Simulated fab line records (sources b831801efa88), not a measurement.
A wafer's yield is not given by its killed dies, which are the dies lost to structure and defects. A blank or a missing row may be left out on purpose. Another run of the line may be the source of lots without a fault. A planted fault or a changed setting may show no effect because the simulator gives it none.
fab line records	flow sky130
[record] lots = 13	wafers = 39	last-day = 50
route steps=708 shown RES_PROTECT@210 SD_N@353 LI_CONTACT@383 PAD_OPEN@708
lots that met no fault: from a run of the same line without faults
start-h: the number of hours between the record's first day and the start of the first shown wafer of the lot	wait-h: how many hours have passed since the lot's step before this one	" same as the row above	L1.1+2: a single row standing in for several wafers	- no value, or no start was given	* or withheld: withheld	< > ~ a bound
route shown NAME@n: NAME is a module with steps in the file, n the number in the route of the first one	usual: mean and standard deviation over wafers with no fault	same: alike in all rows	chamber/n: place in a boat	sites: each site's reading	_std_site: the values' standard deviation	_edge_site: outer sites' mean less inner sites'	radius-mm: how far each site lies from the wafer's centre	mask NAME#n: copy n	behind: tool/chamber where the wafer was last shaped	hold: what put the lot on hold/how long, in hours/how the hold closed	device: which transistor (n, p or np) failed to switch	end of line: tests of these same wafers at the route's end	step lacking rows: just its recipe	killed: count of dies lost to structure and defects at first sort (not the wafer's yield)	map: dies across one wafer; x = killed, . = not, _ = none there
set.NAME: the setting that was run; set.NAME@STEP: the one run at that earlier step	model.NAME: the simulator's own value behind a step, which no gauge read
a sample of lots followed through the steps of the route, with each step as a table and each wafer as a row
services: from which hour (start-h, from the record's first day; less than 0 if before it) a tool's chamber was out of use, for how many hours, and why
[[steps]]
[step SKY_RES_PROTECT_EXPOSE_04]
[recipe] mask-id = RPM	na = 0.6	source-shape = conventional	sigma-outer = 0.6	polarization = unpolarized	target-cd-nm = 1270	dose-mj = 131
[usual] stage-vel-mm-s = 500.03/0.25
lot.wafer	tool	chamber	start-h	wait-h	mask	stage-vel-mm-s
L313.1	iline-stepper-02	0	329.42	-	RPM#0	499.93
L313.3	"	0	"	"	RPM#0	499.88
L313.6	"	0	"	"	RPM#0	499.77
L314.1	iline-stepper-02	0	339.29	-	RPM#0	500.16
L314.4	"	0	"	"	RPM#0	500.23
L314.5	"	0	"	"	RPM#0	500.35
L315.1	iline-stepper-01	0	356.88	-	RPM#0	499.47
L315.4	"	0	"	"	RPM#0	499.66
L315.6	"	0	"	"	RPM#0	500.45
L317.1	iline-stepper-02	0	363.52	-	RPM#0	500.08
L317.3	"	0	"	"	RPM#0	500.23
L317.6	"	0	"	"	RPM#0	499.72
L318.1	iline-stepper-01	0	384.01	-	RPM#0	499.76
L318.3	"	0	"	"	RPM#0	500.11
L318.5	"	0	"	"	RPM#0	499.72
L319.1	iline-stepper-01	0	386.16	-	RPM#0	499.89
L319.2	"	0	"	"	RPM#0	500.35
L319.6	"	0	"	"	RPM#0	500.52
L320.3	iline-stepper-01	0	391.10	-	RPM#0	500.23
L320.4	"	0	"	"	RPM#0	500.14
L320.5	"	0	"	"	RPM#0	500.11
L323.1	iline-stepper-01	0	411.89	-	RPM#0	499.96
L323.5	"	0	"	"	RPM#0	499.48
L323.6	"	0	"	"	RPM#0	499.88
L324.1	iline-stepper-02	0	421.41	-	RPM#0	500.32
L324.2	"	0	"	"	RPM#0	499.81
L324.3	"	0	"	"	RPM#0	499.93
L325.2	iline-stepper-01	0	439.79	-	RPM#0	499.93
L325.3	"	0	"	"	RPM#0	499.85
L325.4	"	0	"	"	RPM#0	500.18
L328.1	iline-stepper-01	0	460.28	-	RPM#0	500.09
L328.2	"	0	"	"	RPM#0	500.46
L328.4	"	0	"	"	RPM#0	500.25
L333.1	iline-stepper-02	0	494.27	-	RPM#0	500.63
L333.4	"	0	"	"	RPM#0	500.39
L333.5	"	0	"	"	RPM#0	500.38
L334.2	iline-stepper-01	0	500.09	-	RPM_R1#0	500.30
L334.3	"	0	"	"	RPM_R1#0	500.14
L334.6	"	0	"	"	RPM_R1#0	500.46
[step SKY_SD_N_STRIP_11]
[recipe] chemistry = O2/N2	power-w = 1400	pressure-mtorr = 1500	platen-temp-c = withheld	o2-flow-sccm = 3000	n2-flow-sccm = 300	overash-fraction = 0.5
[usual] drypump-motor-current-A = 6.1/0.44	oes-product-au = 0.527/0.0044	strip-time-to-endpoint-s = 22.56/0.049
lot.wafer	tool	chamber	start-h	wait-h	drypump-motor-current-A	oes-product-au	rf-hours-counter-h	strip-time-to-endpoint-s
L313.1	plasma-asher-03	1	652.36	0.1	6.4	0.523	96	22.58
L313.3	"	1	"	"	6.4	0.525	-	22.53
L313.6	"	1	"	"	6.4	0.531	-	22.54
L314.1	plasma-asher-01	0	665.76	0.1	6.7	0.517	24	22.58
L314.4	"	1	"	"	6.4	0.524	-	22.52
L314.5	"	1	"	"	6.5	0.522	-	22.56
L315.1	plasma-asher-03	0	676.21	0.1	5.7	0.534	98	22.53
L315.4	"	0	"	"	5.6	0.531	-	22.55
L315.6	"	1	"	"	6.4	0.535	-	22.54
L317.1	plasma-asher-03	1	684.56	0.1	6.4	0.525	99	22.49
L317.3	"	0	"	"	5.7	0.530	-	22.54
L317.6	"	1	"	"	6.4	0.527	-	22.56
L318.1	plasma-asher-01	1	703.87	0.1	6.4	0.523	28	22.42
L318.3	"	0	"	"	6.7	0.533	-	22.48
L318.5	"	0	"	"	6.7	0.525	-	22.43
L319.1	plasma-asher-03	1	705.77	0.1	6.4	0.522	102	22.53
L319.2	"	0	"	"	5.7	0.533	102	22.56
L319.6	"	0	"	"	5.6	0.522	-	22.56
L320.3	plasma-asher-03	0	710.21	0.1	5.7	0.522	-	22.57
L320.4	"	1	"	"	6.4	0.530	-	22.57
L320.5	"	0	"	"	5.7	0.532	-	22.62
L323.1	plasma-asher-01	0	732.27	0.1	6.7	0.537	31	22.57
L323.5	"	1	"	"	6.4	0.522	-	22.56
L323.6	"	0	"	"	6.7	0.531	-	22.55
L324.1	plasma-asher-02	1	741.42	0.1	5.4	0.525	54	22.53
L324.2	"	0	"	"	6.0	0.521	54	22.56
L324.3	"	1	"	"	5.4	0.529	-	22.52
L325.2	plasma-asher-01	0	757.92	0.1	6.7	0.524	34	22.52
L325.3	"	0	"	"	6.7	0.517	-	22.58
L325.4	"	1	"	"	6.4	0.529	-	22.54
L328.1	plasma-asher-01	1	774.62	0.1	6.4	0.525	35	22.56
L328.2	"	0	"	"	6.7	0.528	35	22.60
L328.4	"	1	"	"	6.4	0.527	-	22.55
L333.1	plasma-asher-02	0	808.41	0.1	6.0	0.533	60	22.56
L333.4	"	0	"	"	6.0	0.526	-	22.57
L333.5	"	1	"	"	5.4	0.528	-	22.54
L334.2	plasma-asher-01	1	810.62	0.1	6.5	0.530	39	22.51
L334.3	"	0	"	"	6.7	0.535	-	22.53
L334.6	"	1	"	"	6.4	0.536	-	22.53
[step SKY_LI_CONTACT_CVD_21]
[recipe] material = W	target-thk-nm = 400	time-s = 120.56	temp-c = 400	pressure-torr = 40
[usual] heater-power-w = 805/30
lot.wafer	tool	chamber	start-h	wait-h	heater-power-w
L313.1	cvd-w-01	0	683.32	0.0	794
L313.3	"	1	"	"	837
L313.6	"	0	"	"	785
L314.1	cvd-w-01	0	696.27	0.0	783
L314.4	"	1	"	"	830
L314.5	"	0	"	"	766
L315.1	cvd-w-01	1	706.83	0.0	846
L315.4	"	0	"	"	776
L315.6	"	1	"	"	845
L317.1	cvd-w-01	1	714.92	0.0	852
L317.3	"	1	"	"	846
L317.6	"	0	"	"	792
L318.1	cvd-w-01	1	733.32	0.0	844
L318.3	"	0	"	"	769
L318.5	"	1	"	"	848
L319.1	cvd-w-01	0	735.18	0.0	781
L319.2	"	1	"	"	842
L319.6	"	1	"	"	852
L320.3	cvd-w-01	1	740.10	0.1	851
L320.4	"	0	"	"	787
L320.5	"	1	"	"	839
L323.1	cvd-w-01	0	761.70	0.0	802
L323.5	"	0	"	"	800
L323.6	"	1	"	"	825
L324.1	cvd-w-02	1	770.35	0.0	794
L324.2	"	0	"	"	776
L324.3	"	0	"	"	779
L325.2	cvd-w-02	0	786.22	0.0	779
L325.3	"	0	"	"	756
L325.4	"	1	"	"	810
L328.1	cvd-w-02	1	802.92	0.0	791
L328.2	"	0	"	"	750
L328.4	"	0	"	"	763
L333.1	cvd-w-01	0	837.30	0.0	783
L333.4	"	0	"	"	784
L333.5	"	1	"	"	852
L334.2	cvd-w-01	1	839.35	0.0	846
L334.3	"	1	"	"	866
L334.6	"	0	"	"	774
[step SKY_LI_CONTACT_CMP_24]
[recipe] stop-on = PSG	t-overpolish-s = 20	down-force-psi = 3.5	platen-rpm = 60	target-thk-nm = 0	pad-velocity-m-s = 0.94248
[usual] motor-current-A = 11.0/1.1	overpolish-run-s = 19.998/0.0084	time-to-endpoint-s = 96/4.4
[same] t-overpolish-s = 20
lot.wafer	tool	chamber	start-h	wait-h	motor-current-A	overpolish-run-s	time-to-endpoint-s
L313.3	cmp-02	1	683.62	0.0	10.7	19.989	92
L313.1	"	0	"	"	11.8	19.995	91
L313.6	"	2	"	"	11.5	20.007	99
L314.1	cmp-01	3	696.57	0.1	11.8	20.005	93
L314.4	"	2	"	"	8.1	20.007	94
L314.5	"	0	"	"	11.2	19.990	96
L315.1	cmp-02	0	707.14	0.1	12.1	20.005	99
L315.4	"	1	"	"	10.6	20.004	98
L315.6	"	0	"	"	12.1	20.007	100
L317.3	cmp-02	2	715.33	0.1	10.8	20.005	100
L317.1	"	3	"	"	12.4	19.992	93
L317.6	"	0	"	"	11.7	19.994	94
L318.3	cmp-01	3	733.76	0.2	10.9	19.985	98
L318.1	"	0	"	"	11.5	19.996	101
L318.5	"	0	"	"	11.2	19.989	102
L319.1	cmp-02	0	735.65	0.2	11.9	20.004	92
L319.2	"	2	"	"	11.1	19.990	93
L319.6	"	0	"	"	11.6	20.005	92
L320.4	cmp-02	1	740.46	0.1	11.3	19.992	92
L320.3	"	2	"	"	11.0	19.994	94
L320.5	"	3	"	"	11.9	20.007	94
L323.1	cmp-01	3	762.00	0.1	11.8	20.008	92
L323.6	"	3	"	"	11.5	20.003	92
L323.5	"	0	"	"	11.8	20.007	96
L324.2	cmp-02	2	770.70	0.1	10.8	19.995	97
L324.3	"	3	"	"	11.6	19.996	94
L324.1	"	0	"	"	12.4	19.998	89
L325.2	cmp-01	1	786.53	0.0	9.8	19.992	99
L325.3	"	3	"	"	11.6	19.996	93
L325.4	"	0	"	"	10.3	20.011	97
L328.2	cmp-02	3	803.24	0.0	11.9	19.997	91
L328.1	"	1	"	"	10.8	20.006	87
L328.4	"	2	"	"	11.2	19.995	96
L333.1	cmp-01	0	837.61	0.1	11.2	20.000	96
L333.4	"	2	"	"	8.6	20.012	91
L333.5	"	1	"	"	10.3	19.995	105
L334.2	cmp-02	3	839.71	0.1	11.5	19.994	97
L334.3	"	1	"	"	11.7	19.991	92
L334.6	"	3	"	"	11.8	19.987	98
[step SKY_PAD_OPEN_PROBE_99]
[usual] killed_at_M0_to_M3 = 44/6.8	killed_at_M4_up = 2.9/1.7	killed-at-contacts = 24/5.2	killed-at-front-end = 15/4	killed-at-other = 0.2/0.44	killed-dies = 86/9.9	killed-on-rim = 17/3.7	killed-open = 47/7.9	killed-short = 39/6.3
[same] gross-dies = 492	killed-at-back-side = 0
lot.wafer	tool	chamber	start-h	wait-h	killed_at_M0_to_M3	killed_at_M4_up	killed-at-contacts	killed-at-front-end	killed-at-other	killed-dies	killed-on-rim	killed-open	killed-short
L313.1	prober-01	-	1082.48	0.1	48	3	20	18	0	89	20	52	37
L313.3	prober-01	-	1082.58	0.2	54	2	23	23	0	102	19	50	51
L313.6	prober-01	-	1082.73	0.2	47	3	21	9	0	80	16	46	34
L320.3	prober-02	-	1123.46	0.2	44	3	19	12	0	78	15	47	31
L320.4	prober-02	-	1123.51	0.2	50	5	31	19	0	105	19	60	44
L320.5	prober-02	-	1123.56	0.2	35	3	28	21	0	87	16	39	48
L323.1	prober-01	-	1140.69	0.1	46	5	25	25	0	101	18	55	46
L323.5	prober-01	-	1140.89	0.2	51	1	25	22	0	99	23	63	36
L323.6	prober-01	-	1140.94	0.2	57	2	30	16	0	105	20	56	49
L333.1	prober-01	-	1190.30	0.1	44	2	22	13	0	81	12	50	31
L333.4	prober-01	-	1190.45	0.2	43	2	22	16	0	83	15	55	28
L333.5	prober-01	-	1190.50	0.2	34	3	19	15	1	72	14	43	29
// killed by level:class
L313.1 VIA3:geometric-particle:open=11 CONTACT:geometric-particle:open=9 VIA1:geometric-particle:short=8 VIA1:geometric-particle:open=8 METAL1:geometric-particle:short=5 FIELD_ISO:geometric-particle:open=4 FIELD_ISO:geometric-particle:short=4 METAL2:geometric-particle:open=4
L313.3 VIA1:geometric-particle:open=11 METAL1:geometric-particle:short=11 METAL2:geometric-particle:short=8 FIELD_ISO:geometric-particle:open=7 LI_CONTACT:geometric-particle:open=6 LOCAL_INTERCONNECT:geometric-particle:short=6 CONTACT:geometric-particle:open=6 VIA2:geometric-particle:open=6
L313.6 VIA1:geometric-particle:open=14 VIA3:geometric-particle:open=10 CONTACT:geometric-particle:open=8 LI_CONTACT:geometric-particle:open=7 METAL2:geometric-particle:short=4 METAL1:geometric-particle:short=4 VIA1:geometric-particle:short=4 LOCAL_INTERCONNECT:geometric-particle:short=3
L320.3 VIA1:geometric-particle:open=12 LI_CONTACT:geometric-particle:open=11 VIA2:geometric-particle:open=7 VIA1:geometric-particle:short=5 POLY_GATE:geometric-particle:open=4 VIA3:geometric-particle:open=4 CONTACT:geometric-particle:open=4 VIA2:geometric-particle:short=4
L320.4 VIA3:geometric-particle:open=13 CONTACT:geometric-particle:open=12 LI_CONTACT:geometric-particle:open=10 FIELD_ISO:geometric-particle:open=7 VIA1:geometric-particle:open=7 VIA2:geometric-particle:open=6 METAL2:geometric-particle:short=5 CONTACT:geometric-particle:short=5
L320.5 CONTACT:geometric-particle:open=9 METAL2:geometric-particle:short=8 LI_CONTACT:geometric-particle:open=7 FIELD_ISO:geometric-particle:short=6 POLY_GATE:geometric-particle:open=6 LOCAL_INTERCONNECT:geometric-particle:short=5 CONTACT:geometric-particle:short=5 VIA1:geometric-particle:open=5
L323.1 VIA2:geometric-particle:open=10 VIA3:geometric-particle:open=8 POLY_GATE:geometric-particle:short=7 CONTACT:geometric-particle:short=7 VIA1:geometric-particle:open=7 METAL2:geometric-particle:short=7 FIELD_ISO:geometric-particle:short=6 POLY_GATE:geometric-particle:open=6
L323.5 CONTACT:geometric-particle:open=15 VIA3:geometric-particle:open=12 POLY_GATE:geometric-particle:open=8 VIA1:geometric-particle:open=7 VIA2:geometric-particle:open=7 CONTACT:geometric-particle:short=6 FIELD_ISO:geometric-particle:open=5 POLY_GATE:geometric-particle:short=5
L323.6 CONTACT:geometric-particle:open=10 VIA3:geometric-particle:open=10 VIA1:geometric-particle:open=9 LI_CONTACT:geometric-particle:open=7 METAL2:geometric-particle:short=7 VIA2:geometric-particle:open=7 METAL1:geometric-particle:short=6 LOCAL_INTERCONNECT:geometric-particle:short=6
L333.1 VIA1:geometric-particle:open=10 VIA3:geometric-particle:open=9 CONTACT:geometric-particle:open=9 VIA2:geometric-particle:open=8 VIA1:geometric-particle:short=6 FIELD_ISO:geometric-particle:short=5 LI_CONTACT:geometric-particle:open=5 LOCAL_INTERCONNECT:geometric-particle:short=5
L333.4 CONTACT:geometric-particle:open=13 VIA1:geometric-particle:open=11 VIA3:geometric-particle:open=9 FIELD_ISO:geometric-particle:open=8 CONTACT:geometric-particle:short=4 METAL2:geometric-particle:short=4 VIA2:geometric-particle:open=4 METAL1:geometric-particle:short=3
L333.5 VIA2:geometric-particle:open=11 FIELD_ISO:geometric-particle:open=6 CONTACT:geometric-particle:open=6 LI_CONTACT:geometric-particle:open=5 CONTACT:geometric-particle:short=5 VIA1:geometric-particle:open=5 VIA3:geometric-particle:open=5 POLY_GATE:geometric-particle:open=4
[[services]]
tool	chamber	start-h	hours	kind
cmp-02	-	305.56	4.8	repair
iline-stepper-01	-	334.58	2.0	repair
cmp-02	-	338.35	4.0	repair
cvd-w-01	1	352.93	3.5	repair
cmp-02	-	358.50	1.9	repair
cmp-02	-	379.35	4.1	repair
iline-stepper-01	-	387.88	2.8	repair
cmp-02	-	397.03	3.3	repair
iline-stepper-01	-	404.67	1.7	pm
cmp-02	-	427.92	3.5	pm
cmp-02	-	437.64	0.8	repair
cmp-02	-	492.06	3.5	repair
cmp-02	-	495.60	0.8	repair
cmp-02	-	547.93	15.5	repair
cmp-02	-	555.83	0.6	repair
cmp-02	-	572.00	4.0	pm
cmp-02	-	611.43	2.7	repair
iline-stepper-01	-	622.85	1.7	pm
cmp-02	-	637.34	1.5	repair
iline-stepper-01	-	646.57	4.4	pm
cmp-02	-	667.18	0.5	repair
cmp-02	-	743.35	4.8	pm
cmp-02	-	752.78	0.2	repair
cvd-w-01	-	823.83	2.0	repair
[[key]]
[first-sign] step = SKY_RES_PROTECT_EXPOSE_04	reading = mask	direction = changed
effect none on later readings
met-at SKY_RES_PROTECT_EXPOSE_04
struck-lots L334
tester-left-out L334
not-acting-at SKY_SD_N_STRIP_11,SKY_LI_CONTACT_CVD_21,SKY_LI_CONTACT_CMP_24
onset-between 460.28 500.09
[fault] kind = wrong-mask	tool = any	chamber = -	onset-h = 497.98	steps = SKY_RES_PROTECT_EXPOSE_04	aux-copy = RPM_R1#0	cd-offset-nm = 89	scope = struck-lots-only
// tester-left-out: of these lots the tester's yield and bins aren't shown, on N5 and GAA mostly nor the transistor test; their killed dies are dies lost to structure and defects alone, not to doping, threshold or leakage, so they don't give the yield
